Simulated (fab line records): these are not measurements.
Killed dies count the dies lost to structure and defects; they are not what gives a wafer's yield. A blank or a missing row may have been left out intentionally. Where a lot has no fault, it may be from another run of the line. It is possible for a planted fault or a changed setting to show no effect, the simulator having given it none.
A lot that was struck, set against a sound lot | flow sfq_line | 18 steps out of a route of 325
Sound: the wafers L266.2, L266.4, L266.5. Wafers struck: L259.5, L259.6. Last of all comes the cause.
Order at every step that has rows: each side's tool, ch and its chambers, its first start. Under that, the readings that differ: sound wafers | struck wafers | difference of the means | sigmas: that difference in standard deviations of wafers without a fault.
alike: same words and numbers on both sides, and readings whose means sit less than 2 such deviations apart. not compared: any withheld reading, any reading some wafer has no value for, any bound like >300 that may hide the same value, and any number with overlapping values for which the record gives no deviation.
A row with sigmas, a row that says differs or no value, or rows on one side alone: a step with any of these is where the two part. Numbers that have no deviation but don't overlap get no sigmas and don't part them. A reading that every wafer of one side lacks parts them only if that side has two wafers or more.

SFQ_TRILAYER_M3_BARC_OPEN_METAL_ETCH_100: etches BARC in O2, target depth 125 nm, time 41.7 s.
  sound on rie_metal-04 ch 0, day 44 08:28; struck on rie_metal-02 ch 0,1, day 40 06:56
  alike: drypump_motor_current_A, oes_product_au
  not compared: rf_hours_counter_h
SFQ_TRILAYER_M3_ETCH_METAL_ETCH_078: etches Nb in Cl2/Ar, stops on SiO2, target depth 240 nm, time 120 s.
  sound on rie_metal-04 ch 0, day 44 08:31; struck on rie_metal-02 ch 0,1, day 40 07:02
  alike: drypump_motor_current_A, oes_product_au
  not compared: rf_hours_counter_h
then, 3 steps without rows for these wafers: SFQ_TRILAYER_M3_STRIP_STRIP_079 (strips in O2); SFQ_TRILAYER_M3_STRIP_SOLV_CLEAN_080 (cleans in NMP, time 600 s); SFQ_TRILAYER_I3_DEP_PECVD_081 (deposits SiO2 from SiH4/N2O, time 111.11 s, target thk 500 nm).
SFQ_TRILAYER_I3_CMP_CMP_082: polishes SiO2.
  sound on cmp-01 ch 0,1, day 44 10:00; struck on cmp-01 ch 0,1, day 40 09:56
  alike: head_pressure_psi, motor_current_A, platen_rpm, time_to_endpoint_s
SFQ_I3_BOW_MEAS_922:
  sound on film_metro-02 at day 44 12:31; struck on film_metro-04 at day 40 11:01
  alike: I3_BOW
SFQ_TRILAYER_I3_METRO_MEASURE_083:
  sound on film_metro-02 at day 44 12:49; struck on film_metro-04 at day 40 11:51
  alike: thk_nm
then, 4 steps without rows for these wafers: SFQ_TRILAYER_I3_VIA_LITHO_COAT_090 (resist thk 62 nm); SFQ_TRILAYER_I3_VIA_LITHO_COAT_085 (resist thk 650 nm); SFQ_TRILAYER_I3_VIA_LITHO_SOFTBAKE_089; SFQ_TRILAYER_I3_VIA_LITHO_EXPOSE_086 (exposes mask I3, target cd 500 nm).
-- the record jumps here: 7 days lie between the struck wafers' starts before and after --
SFQ_TRILAYER_I3_VIA_LITHO_PEB_088: peb time 60 s.
  sound on litho_track-01 ch 0, day 50 02:07; struck on litho_track-03 ch 0, day 47 06:52
then, 1 step without rows for these wafers: SFQ_TRILAYER_I3_VIA_LITHO_DEVELOP_087 (time 60 s).
SFQ_I3_OVL_MEAS_923:
  sound on overlay-02 at day 50 02:24; struck on overlay-01 at day 47 07:05
  alike: I3_OVL
SFQ_TRILAYER_I3_VIA_BARC_OPEN_VIA_ETCH_121: etches BARC in O2, target depth 125 nm, time 41.7 s.
  sound on rie_diel-03 ch 1,2,3, day 50 02:26; struck on rie_diel-02 ch 2,3, day 47 07:07
  reading             | sound             | struck      | difference | sigmas
  model.I3.cd_nm (nm) | 500.3 500.8 501.3 | 520.2 519.5 | +19.1      |
  alike: drypump_motor_current_A, oes_product_au
  not compared: rf_hours_counter_h
SFQ_TRILAYER_I3_VIA_ETCH_VIA_ETCH_088: etches SiO2 in CHF3, stops on Nb, target depth 260 nm.
  sound on rie_diel-03 ch 1,2,3, day 50 02:28; struck on rie_diel-02 ch 2,3, day 47 07:12
  reading             | sound             | struck      | difference | sigmas
  model.I3.cd_nm (nm) | 501.8 501.9 503.6 | 522.6 523.6 | +20.7      |
  alike: drypump_motor_current_A, oes_product_au
SFQ_TRILAYER_I3_VIA_STRIP_STRIP_089: strips in O2.
  sound on rie_metal-03 ch 0,1, day 50 02:35; struck on rie_metal-01 ch 0,1, day 47 07:40
  alike: drypump_motor_current_A, oes_product_au
  not compared: rf_hours_counter_h

## WHERE THEY PART
Nowhere in this record.

WHY: what had been put in by the simulator
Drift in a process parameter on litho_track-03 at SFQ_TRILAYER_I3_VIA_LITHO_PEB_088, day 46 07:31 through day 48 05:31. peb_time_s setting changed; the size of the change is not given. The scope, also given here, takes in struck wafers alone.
